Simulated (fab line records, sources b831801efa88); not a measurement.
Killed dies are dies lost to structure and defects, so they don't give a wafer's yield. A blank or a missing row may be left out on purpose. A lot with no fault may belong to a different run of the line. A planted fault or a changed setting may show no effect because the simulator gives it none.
fab line records -- flow gf180mcu -- part 1 of 2: steps 1 to 28 of 39
record lots=5, wafers=15, last_day=35
route steps=602 shown V2@383 M3@409
lots with no fault: from the same line, run without faults
start_h: the number of hours between the record's first day and the start of the first shown wafer of the lot -- wait_h: hours elapsed since this lot's preceding step -- " the same as in the row above -- L1.1+2: one row covering several wafers at once -- - either no value or no given start -- * or withheld: withheld -- < > ~ a bound
route shown NAME@n: names a module that has steps shown in the file, with the first one's number in the route -- usual: mean/standard deviation taken from wafers without a fault -- same: alike in all rows -- chamber/n: place in a boat -- sites: the reading at each site -- _std_site: standard deviation of those values -- _edge_site: mean of outer sites minus mean of inner sites -- radius_mm: for every site, how far away it sits from the centre of the wafer -- mask NAME#n: copy n -- behind: the most recent tool/chamber to have shaped the wafer -- hold: cause of the lot's hold/its duration in hours/its outcome -- device: names the non-switching transistor (n, p or np) -- end of line: tests of these same wafers at the route's end -- step lacking rows: just its recipe -- killed: count of dies lost to structure and defects at first sort (not the wafer's yield) -- map: the dies of a wafer, with x for killed, . for not killed, _ for no die there
set.NAME: the setting the step ran with; set.NAME@STEP: the setting that earlier step ran with -- model.NAME: the simulator's own value behind a step, which no gauge read
a table for each step, a row for each wafer; lots at some steps of the route
services: from which hour (start_h, from the record's first day; less than 0 if before it) a tool's chamber was out of use, for how many hours, and why
## steps
# step GF_V2_THK_MEAS_01
# recipe reads=SiO2_of_V2_CVD_00
# usual V2_CVD_00_THK=599/6.8
lot.wafer,tool,chamber,start_h,wait_h,V2_CVD_00_THK[nm]
L074.2,film_metro-02,-,448.71,0.1,606
L074.3,film_metro-02,-,448.71,0.1,602
L074.6,film_metro-02,-,448.71,0.1,608
L085.2,film_metro-01,-,554.81,0.0,595
L085.5,film_metro-01,-,554.81,0.0,598
L085.6,film_metro-01,-,554.81,0.0,605
L086.2,film_metro-01,-,558.91,0.0,599
L086.4,film_metro-01,-,558.91,0.0,600
L086.6,film_metro-01,-,558.91,0.0,598
L089.2,film_metro-02,-,582.85,0.0,600
L089.3,film_metro-02,-,582.85,0.0,597
L089.5,film_metro-02,-,582.85,0.0,591
L096.4,film_metro-02,-,646.28,0.0,599
L096.5,film_metro-02,-,646.28,0.0,590
L096.6,film_metro-02,-,646.28,0.0,597
# step GF_V2_CVD_02
# recipe material=SiO2, target_thk_nm=850, precursor=TEOS, temp_c=400, time_s=94.851, rf_w=600
# usual heater_power_w=665/100
lot.wafer,tool,chamber,start_h,wait_h,heater_power_w
L074.2,pecvd-01,1,448.76,0.0,852
L074.3,pecvd-01,0,448.76,0.0,699
L074.6,pecvd-01,1,448.76,0.0,686
L085.2,pecvd-01,0,554.86,0.0,673
L085.5,pecvd-01,1,554.86,0.0,756
L085.6,pecvd-01,2,554.86,0.0,580
L086.2,pecvd-02,0,558.96,0.0,525
L086.4,pecvd-02,2,558.96,0.0,776
L086.6,pecvd-02,0,558.96,0.0,569
L089.2,pecvd-02,2,582.90,0.0,723
L089.3,pecvd-02,1,582.90,0.0,730
L089.5,pecvd-02,1,582.90,0.0,778
L096.4,pecvd-04,1,646.35,0.1,551
L096.5,pecvd-04,2,646.35,0.1,741
L096.6,pecvd-04,0,646.35,0.1,747
# step GF_V2_THK_MEAS_03
# recipe reads=SiO2_of_V2_CVD_02
# usual V2_CVD_02_THK=848/11
lot.wafer,tool,chamber,start_h,wait_h,V2_CVD_02_THK[nm]
L074.2,film_metro-01,-,448.83,0.0,833
L074.3,film_metro-01,-,448.83,0.0,849
L074.6,film_metro-01,-,448.83,0.0,851
L085.2,film_metro-01,-,554.99,0.1,838
L085.5,film_metro-01,-,554.99,0.1,851
L085.6,film_metro-01,-,554.99,0.1,856
L086.2,film_metro-01,-,559.04,0.0,853
L086.4,film_metro-01,-,559.04,0.0,858
L086.6,film_metro-01,-,559.04,0.0,860
L089.2,film_metro-03,-,582.98,0.0,834
L089.3,film_metro-03,-,582.98,0.0,851
L089.5,film_metro-03,-,582.98,0.0,847
L096.4,film_metro-02,-,646.41,0.0,855
L096.5,film_metro-02,-,646.41,0.0,851
L096.6,film_metro-02,-,646.41,0.0,856
# step GF_V2_CMP_04
# recipe material=SiO2, down_force_psi=4, platen_rpm=60, pad_velocity_m_s=0.94248
# usual motor_current_A=11.9/1.5, time_to_endpoint_s=78/5.1
lot.wafer,tool,chamber,start_h,wait_h,motor_current_A,time_to_endpoint_s
L074.2,cmp-01,1,448.88,0.0,11.4,70
L074.3,cmp-01,3,448.88,0.0,14.0,74
L074.6,cmp-01,1,448.88,0.0,11.0,76
L085.2,cmp-01,2,555.87,0.9,10.4,78
L085.6,cmp-01,0,555.87,0.9,11.6,83
L085.5,cmp-01,1,555.87,0.9,10.9,76
L086.2,cmp-02,2,559.19,0.1,14.7,80
L086.4,cmp-02,3,559.19,0.1,11.8,87
L086.6,cmp-02,0,559.19,0.1,11.5,83
L089.3,cmp-02,1,583.22,0.2,11.3,82
L089.2,cmp-02,2,583.22,0.2,14.5,70
L089.5,cmp-02,2,583.22,0.2,14.7,76
L096.4,cmp-02,0,646.54,0.1,11.6,79
L096.6,cmp-02,2,646.54,0.1,15.1,80
L096.5,cmp-02,3,646.54,0.1,11.6,81
# step GF_V2_BOW_MEAS_05
# recipe mode=bow
# usual V2_BOW=102/8.8
lot.wafer,tool,chamber,start_h,wait_h,V2_BOW[um]
L074.2,film_metro-01,-,449.20,0.3,96
L074.3,film_metro-01,-,449.20,0.3,114
L074.6,film_metro-01,-,449.20,0.3,109
L085.2,film_metro-02,-,556.09,0.2,92
L085.5,film_metro-02,-,556.09,0.2,107
L085.6,film_metro-02,-,556.09,0.2,107
L086.2,film_metro-01,-,559.41,0.2,116
L086.4,film_metro-01,-,559.41,0.2,96
L086.6,film_metro-01,-,559.41,0.2,111
L089.2,film_metro-02,-,583.54,0.2,111
L089.3,film_metro-02,-,583.54,0.2,112
L089.5,film_metro-02,-,583.54,0.2,106
L096.4,film_metro-03,-,646.83,0.2,98
L096.5,film_metro-03,-,646.83,0.2,87
L096.6,film_metro-03,-,646.83,0.2,106
# step GF_V2_DEHYDRATE_06
# recipe temp_c=200, time_s=60
lot.wafer,tool,chamber,start_h,wait_h
L074.2+3+6,litho_track-02,0,460.50,11.3
L085.2+5+6,litho_track-01,0,565.78,9.7
L086.2+4+6,litho_track-01,0,570.73,11.3
L089.2+3+5,litho_track-01,0,593.48,9.9
L096.4+5+6,litho_track-03,0,655.72,8.9
# step GF_V2_HMDS_07
# recipe prime_time_s=60, prime_temp_c=120
lot.wafer,tool,chamber,start_h,wait_h
L074.2+3+6,litho_track-02,0,460.65,0.1
L085.2+5+6,litho_track-01,0,565.93,0.1
L086.2+4+6,litho_track-01,0,570.88,0.1
L089.2+3+5,litho_track-01,0,593.63,0.1
L096.4+5+6,litho_track-03,0,655.87,0.1
# step GF_V2_COAT_08
# recipe resist=BARC, temp_c=withheld, time_s=withheld, spin_rpm=withheld, resist_thk_nm=withheld
# usual dispense_pressure_kPa=43.9/2.2
lot.wafer,tool,chamber,start_h,wait_h,dispense_pressure_kPa
L074.2,litho_track-02,0,460.80,0.1,42.5
L074.3,litho_track-02,0,460.80,0.1,42.5
L074.6,litho_track-02,0,460.80,0.1,42.5
L085.2,litho_track-01,0,566.08,0.1,42.7
L085.5,litho_track-01,0,566.08,0.1,42.8
L085.6,litho_track-01,0,566.08,0.1,42.8
L086.2,litho_track-01,0,571.03,0.1,42.7
L086.4,litho_track-01,0,571.03,0.1,42.8
L086.6,litho_track-01,0,571.03,0.1,42.8
L089.2,litho_track-01,0,593.78,0.1,42.7
L089.3,litho_track-01,0,593.78,0.1,42.7
L089.5,litho_track-01,0,593.78,0.1,42.7
L096.4,litho_track-03,0,656.02,0.1,47.6
L096.5,litho_track-03,0,656.02,0.1,47.6
L096.6,litho_track-03,0,656.02,0.1,47.6
# step GF_V2_COAT_09
# recipe resist=KrF, spin_rpm=withheld, resist_thk_nm=1000
# usual dispense_pressure_kPa=43.9/2.1
lot.wafer,tool,chamber,start_h,wait_h,dispense_pressure_kPa
L074.2,litho_track-02,0,-,-,42.5
L074.3,litho_track-02,0,-,-,42.5
L074.6,litho_track-02,0,-,-,42.6
L085.2,litho_track-01,0,-,-,42.8
L085.5,litho_track-01,0,-,-,42.7
L085.6,litho_track-01,0,-,-,42.7
L086.2,litho_track-01,0,-,-,42.8
L086.4,litho_track-01,0,-,-,42.8
L086.6,litho_track-01,0,-,-,42.8
L089.2,litho_track-01,0,-,-,42.7
L089.3,litho_track-01,0,-,-,42.7
L089.5,litho_track-01,0,-,-,42.7
L096.4,litho_track-03,0,-,-,47.6
L096.5,litho_track-03,0,-,-,47.6
L096.6,litho_track-03,0,-,-,47.6
# step GF_V2_SOFTBAKE_10
# recipe temp_c=130, time_s=60, resist=KrF
lot.wafer,tool,chamber,start_h,wait_h
L074.2+3+6,litho_track-02,0,-,-
L085.2+5+6,litho_track-01,0,-,-
L086.2+4+6,litho_track-01,0,-,-
L089.2+3+5,litho_track-01,0,-,-
L096.4+5+6,litho_track-03,0,-,-
# step GF_V2_EXPOSE_11
# recipe mask_id=Via2, target_cd_nm=260, na=0.68, source_shape=conventional, sigma_outer=0.6, dose_mj=38
# usual exposure_dose_mJ_cm2=37.52/0.039, stage_vel_mm_s=499.98/0.24
# same sigma_outer=0.6
lot.wafer,tool,chamber,start_h,wait_h,mask,exposure_dose_mJ_cm2,stage_vel_mm_s
L074.2,krf_scanner-02,0,-,-,Via2#0,37.50,500.16
L074.3,krf_scanner-02,0,-,-,Via2#0,37.50,500.12
L074.6,krf_scanner-02,0,-,-,Via2#0,37.47,499.94
L085.2,krf_scanner-02,0,-,-,Via2#0,37.52,499.82
L085.5,krf_scanner-02,0,-,-,Via2#0,37.54,499.95
L085.6,krf_scanner-02,0,-,-,Via2#0,37.52,499.74
L086.2,krf_scanner-02,0,-,-,Via2#0,37.52,500.22
L086.4,krf_scanner-02,0,-,-,Via2#0,37.57,500.22
L086.6,krf_scanner-02,0,-,-,Via2#0,37.50,500.18
L089.2,krf_scanner-02,0,-,-,Via2#0,37.54,499.85
L089.3,krf_scanner-02,0,-,-,Via2#0,37.51,500.08
L089.5,krf_scanner-02,0,-,-,Via2#0,37.56,500.20
L096.4,krf_scanner-02,0,-,-,Via2#0,37.47,500.33
L096.5,krf_scanner-02,0,-,-,Via2#0,37.48,500.31
L096.6,krf_scanner-02,0,-,-,Via2#0,37.49,499.68
# step GF_V2_PEB_12
# recipe peb_temp_c=135.7, peb_time_s=90, resist=KrF
lot.wafer,tool,chamber,start_h,wait_h
L074.2+3+6,litho_track-01,0,-,-
L085.2+5+6,litho_track-02,0,-,-
L086.2+4+6,litho_track-03,0,-,-
L089.2+3+5,litho_track-03,0,-,-
L096.4+5+6,litho_track-03,0,-,-
# step GF_V2_DEVELOP_13
# recipe develop_time_s=60, resist=KrF, dev_temp_c=21
lot.wafer,tool,chamber,start_h,wait_h
L074.2+3+6,litho_track-01,0,473.48,0.2
L085.2+5+6,litho_track-02,0,577.85,0.2
L086.2+4+6,litho_track-03,0,581.97,0.2
L089.2+3+5,litho_track-03,0,604.57,0.2
L096.4+5+6,litho_track-03,0,667.07,0.1
# step GF_V2_CD_MEAS_14
# recipe target_cd_nm=260
# usual cd_nm=260.1/1.2
lot.wafer,tool,chamber,start_h,wait_h,cd_nm
L074.2,cd_sem-02,-,473.72,0.2,260.5
L074.3,cd_sem-02,-,473.72,0.2,260.5
L074.6,cd_sem-02,-,473.72,0.2,259.6
L085.2,cd_sem-02,-,578.00,0.1,261.2
L085.5,cd_sem-02,-,578.00,0.1,261.6
L085.6,cd_sem-02,-,578.00,0.1,260.7
L086.2,cd_sem-02,-,582.11,0.1,259.8
L086.4,cd_sem-02,-,582.11,0.1,259.1
L086.6,cd_sem-02,-,582.11,0.1,258.3
L089.2,cd_sem-01,-,604.71,0.1,261.2
L089.3,cd_sem-01,-,604.71,0.1,262.6
L089.5,cd_sem-01,-,604.71,0.1,261.7
L096.4,cd_sem-02,-,667.20,0.1,259.7
L096.5,cd_sem-02,-,667.20,0.1,260.8
L096.6,cd_sem-02,-,667.20,0.1,260.0
# step GF_V2_OVL_MEAS_15
# usual V2_OVL=5/4.6
lot.wafer,tool,chamber,start_h,wait_h,V2_OVL[nm]
L074.2,overlay-02,-,473.82,0.1,4
L074.3,overlay-02,-,473.82,0.1,-6
L074.6,overlay-02,-,473.82,0.1,-6
L085.2,overlay-01,-,578.10,0.1,10
L085.5,overlay-01,-,578.10,0.1,5
L085.6,overlay-01,-,578.10,0.1,7
L086.2,overlay-01,-,582.22,0.1,9
L086.4,overlay-01,-,582.22,0.1,9
L086.6,overlay-01,-,582.22,0.1,5
L089.2,overlay-01,-,604.82,0.1,9
L089.3,overlay-01,-,604.82,0.1,3
L089.5,overlay-01,-,604.82,0.1,-1
L096.4,overlay-02,-,667.28,0.1,-5
L096.5,overlay-02,-,667.28,0.1,4
L096.6,overlay-02,-,667.28,0.1,6
# step GF_V2_ETCH_16
# recipe chemistry=N2/H2, target_depth_a=withheld, overetch_a=withheld, time_s=withheld, target=BARC, ion_energy_ev=200, source_w=500, bias_w=100, pressure_mtorr=30, n2_flow_sccm=100, h2_flow_sccm=200
# usual drypump_motor_current_A=5.7/0.44, oes_product_au=0.855/0.0049, throttle_valve_pct=13.226/0.009
lot.wafer,tool,chamber,start_h,wait_h,drypump_motor_current_A,oes_product_au,throttle_valve_pct
L074.2,rie_diel-01,1,473.85,0.0,6.0,0.853,13.233
L074.3,rie_diel-01,2,473.85,0.0,5.7,0.858,13.231
L074.6,rie_diel-01,1,473.85,0.0,5.9,0.855,13.230
L085.2,rie_diel-02,0,578.13,0.0,6.2,0.860,13.237
L085.5,rie_diel-02,1,578.13,0.0,4.9,0.850,13.220
L085.6,rie_diel-02,0,578.13,0.0,6.2,0.855,13.232
L086.2,rie_diel-01,1,582.25,0.0,5.9,0.857,13.227
L086.4,rie_diel-01,3,582.25,0.0,5.9,0.856,13.228
L086.6,rie_diel-01,3,582.25,0.0,5.9,0.861,13.221
L089.2,rie_diel-02,2,604.85,0.0,5.4,0.860,13.232
L089.3,rie_diel-02,0,604.85,0.0,6.2,0.850,13.240
L089.5,rie_diel-02,3,604.85,0.0,5.3,0.857,13.224
L096.4,rie_diel-01,1,667.30,0.0,5.9,0.857,13.237
L096.5,rie_diel-01,2,667.30,0.0,5.7,0.849,13.223
L096.6,rie_diel-01,3,667.30,0.0,5.9,0.857,13.228
# step GF_V2_ETCH_17
# recipe chemistry=C4F8/O2/Ar, mask_material=KrF, target=SiO2, stop_on=TiN, source_w=1500, bias_w=1200, pressure_mtorr=40, c4f8_flow_sccm=withheld, O2_flow_sccm=6, Ar_flow_sccm=300, time_s=withheld, target_depth_a=6300
# usual oes_product_au=0.857/0.0048
lot.wafer,tool,chamber,start_h,wait_h,oes_product_au
L074.2,rie_diel-01,1,-,-,0.866
L074.3,rie_diel-01,2,-,-,0.852
L074.6,rie_diel-01,1,-,-,0.853
L085.2,rie_diel-02,0,-,-,0.855
L085.5,rie_diel-02,1,-,-,0.846
L085.6,rie_diel-02,0,-,-,0.858
L086.2,rie_diel-01,1,-,-,0.857
L086.4,rie_diel-01,3,-,-,0.856
L086.6,rie_diel-01,3,-,-,0.860
L089.2,rie_diel-02,2,-,-,0.857
L089.3,rie_diel-02,0,-,-,0.866
L089.5,rie_diel-02,3,-,-,0.862
L096.4,rie_diel-01,1,-,-,0.854
L096.5,rie_diel-01,2,-,-,0.868
L096.6,rie_diel-01,3,-,-,0.854
# step GF_V2_STRIP_18
# recipe chemistry=O2/N2, power_w=1400, pressure_mtorr=1500, platen_temp_c=250, o2_flow_sccm=3000, n2_flow_sccm=300, overash_fraction=0.5
# usual drypump_motor_current_A=5.8/0.41, heater_power_w=338/49, oes_product_au=0.593/0.0051
lot.wafer,tool,chamber,start_h,wait_h,drypump_motor_current_A,heater_power_w,oes_product_au,rf_hours_counter_h
L074.2,plasma_asher-02,1,473.98,-,6.2,300,0.596,89
L074.3,plasma_asher-02,1,473.98,-,6.3,294,0.589,-
L074.6,plasma_asher-02,0,473.98,-,5.7,425,0.594,-
L085.2,plasma_asher-01,0,578.26,-,5.2,316,0.597,51
L085.5,plasma_asher-01,1,578.26,-,5.7,332,0.597,-
L085.6,plasma_asher-01,0,578.26,-,5.2,323,0.596,-
L086.2,plasma_asher-01,1,582.38,-,5.7,347,0.596,51
L086.4,plasma_asher-01,0,582.38,-,5.2,322,0.587,-
L086.6,plasma_asher-01,1,582.38,-,5.7,344,0.592,-
L089.2,plasma_asher-01,1,604.98,-,5.7,337,0.599,54
L089.3,plasma_asher-01,1,604.98,-,5.7,338,0.599,-
L089.5,plasma_asher-01,1,604.98,-,5.7,346,0.597,-
L096.4,plasma_asher-01,0,667.46,-,5.2,326,0.591,-
L096.5,plasma_asher-01,0,667.46,-,5.2,311,0.595,-
L096.6,plasma_asher-01,1,667.46,-,5.7,341,0.589,-
# step GF_V2_STRIP_19
# recipe chemistry=post_etch_residue_remover, time_s=1200, temp_c=72.5
lot.wafer,tool,chamber,start_h,wait_h
L074.2+3+6,wet_bench-03,3,474.08,0.1
L085.2+5+6,wet_bench-03,2,578.36,0.1
L086.2+4+6,wet_bench-03,0,582.48,0.1
L089.2+3+5,wet_bench-02,2,605.08,0.1
L096.4+5+6,wet_bench-02,1,667.53,0.0
# step GF_V2_CLEAN_20
# recipe chemistry=DIW, dry=n2_spin
lot.wafer,tool,chamber,start_h,wait_h
L074.2+3+6,wet_bench-04,3,474.43,0.0
L085.2+5+6,wet_bench-02,1,578.70,0.0
L086.2+4+6,wet_bench-04,2,582.82,0.0
L089.2+3+5,wet_bench-02,0,605.45,0.0
L096.4+5+6,wet_bench-03,3,667.87,0.0
# step GF_V2_SPUTTER_21
# recipe material=Ti, target_thk_nm=15, chamber_pressure_pa=5, power_w=2500, substrate_temp_c=200, time_s=80.02
# usual substrate_temp_c=199.99/0.16, throttle_valve_pct=29.6/1.3
lot.wafer,tool,chamber,start_h,wait_h,substrate_temp_c,throttle_valve_pct
L074.2,pvd_sputter-02,-,474.53,0.0,199.78,29.2
L074.3,pvd_sputter-02,-,474.53,0.0,199.93,29.7
L074.6,pvd_sputter-02,-,474.53,0.0,200.10,30.6
L085.2,pvd_sputter-02,-,578.80,0.0,199.88,30.7
L085.5,pvd_sputter-02,-,578.80,0.0,199.98,29.0
L085.6,pvd_sputter-02,-,578.80,0.0,199.67,29.5
L086.2,pvd_sputter-03,-,582.91,0.0,200.01,30.8
L086.4,pvd_sputter-03,-,582.91,0.0,200.07,30.9
L086.6,pvd_sputter-03,-,582.91,0.0,200.19,30.8
L089.2,pvd_sputter-03,-,605.55,0.0,200.04,30.0
L089.3,pvd_sputter-03,-,605.55,0.0,200.20,30.9
L089.5,pvd_sputter-03,-,605.55,0.0,199.94,30.3
L096.4,pvd_sputter-01,-,667.97,0.0,199.88,31.4
L096.5,pvd_sputter-01,-,667.97,0.0,199.88,31.5
L096.6,pvd_sputter-01,-,667.97,0.0,199.80,28.3
# step GF_V2_SPUTTER_22
# recipe material=TiN, target_thk_nm=10, chamber_pressure_pa=5, power_w=4000, time_s=40
# usual throttle_valve_pct=29.7/1.3
lot.wafer,tool,chamber,start_h,wait_h,throttle_valve_pct
L074.2,pvd_sputter-02,-,474.59,0.0,29.1
L074.3,pvd_sputter-02,-,474.59,0.0,29.6
L074.6,pvd_sputter-02,-,474.59,0.0,31.1
L085.2,pvd_sputter-02,-,578.86,0.0,30.6
L085.5,pvd_sputter-02,-,578.86,0.0,29.1
L085.6,pvd_sputter-02,-,578.86,0.0,29.8
L086.2,pvd_sputter-03,-,582.97,0.0,30.6
L086.4,pvd_sputter-03,-,582.97,0.0,30.8
L086.6,pvd_sputter-03,-,582.97,0.0,30.8
L089.2,pvd_sputter-03,-,605.61,0.0,30.4
L089.3,pvd_sputter-03,-,605.61,0.0,30.4
L089.5,pvd_sputter-03,-,605.61,0.0,30.3
L096.4,pvd_sputter-01,-,668.03,0.0,31.2
L096.5,pvd_sputter-01,-,668.03,0.0,31.3
L096.6,pvd_sputter-01,-,668.03,0.0,28.4
# step GF_V2_CVD_23
# recipe material=W, target_thk_nm=350, time_s=104.94, temp_c=400, pressure_torr=40
# usual heater_power_w=850/99
lot.wafer,tool,chamber,start_h,wait_h,heater_power_w
L074.2,cvd_w-01,0,474.63,0.0,930
L074.3,cvd_w-01,1,474.63,0.0,954
L074.6,cvd_w-01,0,474.63,0.0,926
L085.2,cvd_w-02,1,578.90,0.0,738
L085.5,cvd_w-02,1,578.90,0.0,708
L085.6,cvd_w-02,0,578.90,0.0,853
L086.2,cvd_w-01,1,583.01,0.0,971
L086.4,cvd_w-01,1,583.01,0.0,948
L086.6,cvd_w-01,0,583.01,0.0,933
L089.2,cvd_w-02,1,605.65,0.0,715
L089.3,cvd_w-02,0,605.65,0.0,839
L089.5,cvd_w-02,1,605.65,0.0,729
L096.4,cvd_w-02,0,668.11,0.1,829
L096.5,cvd_w-02,0,668.11,0.1,841
L096.6,cvd_w-02,1,668.11,0.1,710
# step GF_V2_RS_MEAS_24
# recipe thk_meas_gauge=four-point-probe, reads=W_of_V2_CVD_23+TiN_of_V2_SPUTTER_22+Ti_of_V2_SPUTTER_21
# usual V2_W_RS=0.327/0.0043
lot.wafer,tool,chamber,start_h,wait_h,V2_W_RS[ohm/sq]
L074.2,film_metro-03,-,474.76,0.1,0.326
L074.3,film_metro-03,-,474.76,0.1,0.322
L074.6,film_metro-03,-,474.76,0.1,0.330
L085.2,film_metro-03,-,579.03,0.1,0.325
L085.5,film_metro-03,-,579.03,0.1,0.328
L085.6,film_metro-03,-,579.03,0.1,0.329
L086.2,film_metro-02,-,583.14,0.1,0.326
L086.4,film_metro-02,-,583.14,0.1,0.326
L086.6,film_metro-02,-,583.14,0.1,0.327
L089.2,film_metro-03,-,605.78,0.1,0.333
L089.3,film_metro-03,-,605.78,0.1,0.333
L089.5,film_metro-03,-,605.78,0.1,0.332
L096.4,film_metro-02,-,668.24,0.1,0.328
L096.5,film_metro-02,-,668.24,0.1,0.323
L096.6,film_metro-02,-,668.24,0.1,0.325
# step GF_V2_THK_MEAS_25
# recipe thk_meas_gauge=xrf, reads=W_of_V2_CVD_23
# usual V2_W_THK=358/5.7
lot.wafer,tool,chamber,start_h,wait_h,V2_W_THK[nm]
L074.2,film_metro-03,-,474.87,0.1,358
L074.3,film_metro-03,-,474.87,0.1,363
L074.6,film_metro-03,-,474.87,0.1,356
L085.2,film_metro-03,-,579.14,0.1,360
L085.5,film_metro-03,-,579.14,0.1,358
L085.6,film_metro-03,-,579.14,0.1,359
L086.2,film_metro-02,-,583.25,0.1,359
L086.4,film_metro-02,-,583.25,0.1,359
L086.6,film_metro-02,-,583.25,0.1,359
L089.2,film_metro-03,-,605.89,0.1,350
L089.3,film_metro-03,-,605.89,0.1,349
L089.5,film_metro-03,-,605.89,0.1,348
L096.4,film_metro-02,-,668.33,0.1,360
L096.5,film_metro-02,-,668.33,0.1,365
L096.6,film_metro-02,-,668.33,0.1,362
# step GF_V2_CMP_26
# recipe stop_on=SiO2, down_force_psi=3.5, platen_rpm=60, t_overpolish_s=15, target_thk_nm=0, pad_velocity_m_s=0.94248
# usual motor_current_A=11.1/1.4, overpolish_run_s=15.000/0.0096, time_to_endpoint_s=84/3.6
lot.wafer,tool,chamber,start_h,wait_h,motor_current_A,overpolish_run_s,time_to_endpoint_s
L074.2,cmp-02,3,475.02,0.1,10.5,15.011,82
L074.3,cmp-02,0,475.02,0.1,10.8,15.018,85
L074.6,cmp-02,1,475.02,0.1,10.4,14.996,88
L085.2,cmp-02,1,580.27,1.1,10.3,14.973,85
L085.6,cmp-02,0,580.27,1.1,10.8,15.005,78
L085.5,cmp-02,1,580.27,1.1,10.4,14.991,83
L086.4,cmp-01,3,583.54,0.3,13.0,15.002,86
L086.2,cmp-01,0,583.54,0.3,10.2,14.999,90
L086.6,cmp-01,2,583.54,0.3,9.3,14.998,84
L089.2,cmp-02,2,605.94,0.0,13.8,14.994,78
L089.3,cmp-02,3,605.94,0.0,10.7,15.004,80
L089.5,cmp-02,3,605.94,0.0,10.6,14.997,83
L096.4,cmp-01,3,668.51,0.2,13.6,14.986,82
L096.5,cmp-01,0,668.51,0.2,9.8,15.001,92
L096.6,cmp-01,1,668.51,0.2,10.4,15.005,85
# step GF_M3_SPUTTER_00
# recipe material=Ti, target_thk_nm=37.5, arriving_ion_energy_ev=80, substrate_temp_c=200, chamber_pressure_pa=2, power_w=4000, time_s=150
# usual substrate_temp_c=200.00/0.17, throttle_valve_pct=29.8/1.4
lot.wafer,tool,chamber,start_h,wait_h,substrate_temp_c,throttle_valve_pct
L074.2,pvd_sputter-01,-,475.22,0.1,200.31,28.3
L074.3,pvd_sputter-01,-,475.22,0.1,200.03,31.6
L074.6,pvd_sputter-01,-,475.22,0.1,200.12,31.5
L085.2,pvd_sputter-01,-,580.52,0.2,199.94,31.4
L085.5,pvd_sputter-01,-,580.52,0.2,199.93,27.7
L085.6,pvd_sputter-01,-,580.52,0.2,200.06,29.8
L086.2,pvd_sputter-02,-,583.79,0.1,199.91,28.9
L086.4,pvd_sputter-02,-,583.79,0.1,200.03,29.8
L086.6,pvd_sputter-02,-,583.79,0.1,200.38,29.1
L089.2,pvd_sputter-02,-,606.24,0.2,200.12,29.3
L089.3,pvd_sputter-02,-,606.24,0.2,200.13,30.5
L089.5,pvd_sputter-02,-,606.24,0.2,200.10,30.0
L096.4,pvd_sputter-02,-,668.66,0.1,199.84,28.6
L096.5,pvd_sputter-02,-,668.66,0.1,199.82,29.4
L096.6,pvd_sputter-02,-,668.66,0.1,199.95,29.2
# step GF_M3_SPUTTER_01
# recipe material=TiN, target_thk_nm=30, power_w=6500, time_s=25, chamber_pressure_pa=0.4
# usual throttle_valve_pct=29.8/1.4
lot.wafer,tool,chamber,start_h,wait_h,throttle_valve_pct
L074.2,pvd_sputter-01,-,475.32,0.1,28.6
L074.3,pvd_sputter-01,-,475.32,0.1,31.2
L074.6,pvd_sputter-01,-,475.32,0.1,31.3
L085.2,pvd_sputter-01,-,580.62,0.1,31.4
L085.5,pvd_sputter-01,-,580.62,0.1,27.9
L085.6,pvd_sputter-01,-,580.62,0.1,29.8
L086.2,pvd_sputter-02,-,583.89,0.1,29.0
L086.4,pvd_sputter-02,-,583.89,0.1,29.9
L086.6,pvd_sputter-02,-,583.89,0.1,29.6
L089.2,pvd_sputter-02,-,606.34,0.1,29.3
L089.3,pvd_sputter-02,-,606.34,0.1,30.8
L089.5,pvd_sputter-02,-,606.34,0.1,29.6
L096.4,pvd_sputter-02,-,668.76,0.1,28.9
L096.5,pvd_sputter-02,-,668.76,0.1,29.5
L096.6,pvd_sputter-02,-,668.76,0.1,29.2
